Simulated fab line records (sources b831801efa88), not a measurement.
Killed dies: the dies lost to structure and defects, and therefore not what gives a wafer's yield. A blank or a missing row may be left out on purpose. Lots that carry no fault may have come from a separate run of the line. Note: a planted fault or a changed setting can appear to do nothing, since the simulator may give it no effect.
Struck lot and sound lot, side by side | flow sky130 | 43 steps out of a route of 708
Sound: these wafers, L928.1, L928.4, L928.5. Struck: wafer L932.4 (L932.1, L932.5, from the same lot, were not struck and are left out); the cause is given at the end.
Order at every step that has rows: each side's tool, ch and its chambers, its first start. Under that, the readings that differ: sound wafers | struck wafers | difference of the means | sigmas: that difference in standard deviations of wafers without a fault.
alike: a reading whose means differ by less than 2 such deviations, as well as words and numbers matching on both sides. not compared: withheld readings; readings where some wafer has no value; bounds like >300 that might hide an equal value; numbers whose values overlap and for which the record gives no deviation.
The two part at a step that has a row with sigmas, a row that says differs or no value, or rows on one side only. Numbers that have no deviation but don't overlap get no sigmas and don't part them. A reading missing from all wafers of one side parts the sides only when that side holds two or more wafers.

first, 4 steps without rows for these wafers: SKY_VIA1_SOFTBAKE_08 (time 90 s); SKY_VIA1_EXPOSE_09 (exposes mask VIM, target cd 150 nm); SKY_VIA1_PEB_10; SKY_VIA1_DEVELOP_11 (develop time 60 s).
SKY_VIA1_CD_MEAS_12 targets a cd of 150 nm.
  struck on cd-sem-01, day 36 21:19; sound on cd-sem-02, day 35 11:52
  alike: cd-nm
SKY_VIA1_OVL_MEAS_13:
  struck on overlay-02, day 36 21:26; sound on overlay-02, day 35 11:59
  reading       | sound  | struck | difference | sigmas
  VIA1_OVL (nm) | 1 -3 0 | 10     | +11        | +2
SKY_VIA1_ETCH_14: etches BARC in N2/H2, stops on SiO2, time 45.9 s, target depth 60 nm.
  sound on rie-diel-01 ch 1,3, day 35 12:01; struck on rie-diel-03 ch 3, day 36 21:28
  alike: drypump-motor-current-A, n2-flow-sccm, oes-product-au, throttle-valve-pct
  not compared: rf-hours-counter-h
then, 5 steps without rows for these wafers: SKY_VIA1_ETCH_15 (etches SiO2 in C4F8/O2/Ar, stops on TiN, target depth 351 nm, time 54 s); SKY_VIA1_STRIP_16 (strips in O2/N2); SKY_VIA1_STRIP_17 (strips in post etch residue remover, time 1200 s); SKY_VIA1_CLEAN_18 (cleans in IPA, time 180 s); SKY_VIA1_CLEAN_19 (cleans in O3/DIW).
SKY_VIA1_SPUTTER_20: material TiN, target thk 20 nm, time 80 s.
  struck on pvd-sputter-01, day 36 22:09; sound on pvd-sputter-01, day 35 12:44
  alike: throttle-valve-pct
then, 1 step without rows for these wafers: SKY_VIA1_CVD_21 (deposits W, target thk 270 nm, time 80.902 s).
SKY_VIA1_RS_MEAS_22: measurement is done with a four-point probe.
  struck on film-metro-02, day 36 22:18; sound on film-metro-03, day 35 12:53
  alike: VIA1_W_RS
SKY_VIA1_THK_MEAS_23: measures by xrf.
  struck on film-metro-02, day 36 22:25; sound on film-metro-03, day 35 13:00
  alike: VIA1_W_THK
then, 1 step without rows for these wafers: SKY_VIA1_CMP_24 (polishes, stops on SiO2, t overpolish 15 s, target thk 0 nm).
SKY_METAL2_SPUTTER_00: material Ti, target thk 15 nm, time 10 s.
  struck on pvd-sputter-02, day 36 22:47; sound on pvd-sputter-03, day 35 13:22
  alike: throttle-valve-pct
then, 1 step without rows for these wafers: SKY_METAL2_SPUTTER_01 (material TiN, target thk 20 nm, time 16.7 s).
SKY_METAL2_SPUTTER_02: material AlCu, target thk 250 nm, time 13.3 s.
  struck on pvd-sputter-02, day 36 22:50; sound on pvd-sputter-03, day 35 13:25
  alike: throttle-valve-pct
SKY_METAL2_SPUTTER_03: material Ti, target thk 5 nm, time 3.3 s.
  struck on pvd-sputter-02, day 36 22:52; sound on pvd-sputter-03, day 35 13:26
  alike: throttle-valve-pct
then, 1 step without rows for these wafers: SKY_METAL2_SPUTTER_04 (material TiN, target thk 70 nm, time 58.3 s).
SKY_METAL2_RS_MEAS_05: measurement is done with a four-point probe.
  struck on film-metro-04, day 36 22:55; sound on film-metro-04, day 35 13:30
  reading                 | sound                | struck | difference | sigmas
  METAL2_ALCU_RS (ohm/sq) | 0.1252 0.1254 0.1264 | 0.1294 | +0.0037    | +2
SKY_METAL2_THK_MEAS_06: measures by xrf.
  struck on film-metro-04, day 36 23:02; sound on film-metro-04, day 35 13:37
  reading              | sound       | struck | difference | sigmas
  METAL2_ALCU_THK (nm) | 257 256 255 | 246    | -10        | -3
then, 8 steps without rows for these wafers: SKY_METAL2_DEHYDRATE_07 (time 60 s); SKY_METAL2_HMDS_08 (prime time 60 s); SKY_METAL2_COAT_09 (resist thk 60 nm); SKY_METAL2_COAT_10 (resist thk 450 nm); SKY_METAL2_SOFTBAKE_11 (time 90 s); SKY_METAL2_EXPOSE_12 (exposes mask MM2, target cd 140 nm); SKY_METAL2_PEB_13; SKY_METAL2_DEVELOP_14 (develop time 60 s).
SKY_METAL2_CD_MEAS_15 targets a cd of 140 nm.
  struck on cd-sem-01, day 38 01:10; sound on cd-sem-01, day 36 15:45
  alike: cd-nm
SKY_METAL2_OVL_MEAS_16:
  struck on overlay-01, day 38 01:17; sound on overlay-02, day 36 15:52
  alike: METAL2_OVL
SKY_METAL2_DESCUM_17: chemistry O2, time 8 s.
  sound on rie-metal-01 ch 0,1, day 36 15:55; struck on rie-metal-04 ch 0, day 38 01:20
  reading               | sound             | struck | difference | sigmas
  oes-product-au (a.u.) | 1.004 0.989 0.987 | 0.962  | -0.031     | -2
  alike: drypump-motor-current-A, he-backside-leak-sccm
  not compared: rf-hours-counter-h
then, 7 steps without rows for these wafers: SKY_METAL2_ETCH_18 (etches BARC in N2/H2, stops on SiO2, time 45.9 s, target depth 60 nm); SKY_METAL2_METAL_ETCH_19 (etches the open film in Cl2/BCl3, stops on SiO2, target depth 360 nm, time 78 s); SKY_METAL2_STRIP_20 (strips in O2/N2); SKY_METAL2_STRIP_21 (strips in post etch residue remover, time 1200 s); SKY_METAL2_CLEAN_22 (cleans in IPA, time 180 s); SKY_METAL2_CLEAN_23 (cleans in O3/DIW); SKY_VIA2_HDPCVD_00 (deposits SiO2, target thk 1180 nm, time 202.3 s).
-- the record jumps here: 10 days lie between the struck wafers' starts before and after (it left off in module VIA2 and takes up again in module PAD_OPEN, whose first step shown is number 708 of the route) --
SKY_PAD_OPEN_PROBE_99:
  struck on prober-01, day 48 04:16; sound on prober-01, day 46 21:44
  reading                               | sound             | struck | difference | sigmas
  defect-limited-yield (%)              | 80.1 85.2 85.4    | 78.3   | -5.3       | -3
  killed_at_M0_to_M3                    | 50 41 40          | 72     | +28        | +5
  killed-dies                           | 98 73 72          | 107    | +26        | +3
  sort_bin_3_pad_short (%)              | 0.8 0 0.4         | 2.4    | +2.0       | +5
  sort-n-pass                           | 394 419 420       | 385    | -26        | -3
  sort-yield-pct (%)                    | 80.1 85.2 85.4    | 78.3   | -5.3       | -3
  model.etest.tester.sort-n-pass        | 394 419 420       | 385    | -26        |
  model.etest.tester.sort-yield-pct (%) | 80.08 85.16 85.37 | 78.25  | -5.29      |
  model.etest.tester.sort_bin_3_pct (%) | 0.813 0 0.4065    | 2.439  | +2.033     |
  alike: killed_at_M4_up, killed-at-contacts, killed-at-front-end, killed-at-other, killed-open, killed-short, sort_bin_5_function, sort_bin_6_memory
  not compared: model.etest.tester.sort_bin_5_pct

== WHERE THEY PART ==
At SKY_VIA1_OVL_MEAS_13 first; at SKY_PAD_OPEN_PROBE_99 last (within this record only).

WHY: whatever the simulator had introduced
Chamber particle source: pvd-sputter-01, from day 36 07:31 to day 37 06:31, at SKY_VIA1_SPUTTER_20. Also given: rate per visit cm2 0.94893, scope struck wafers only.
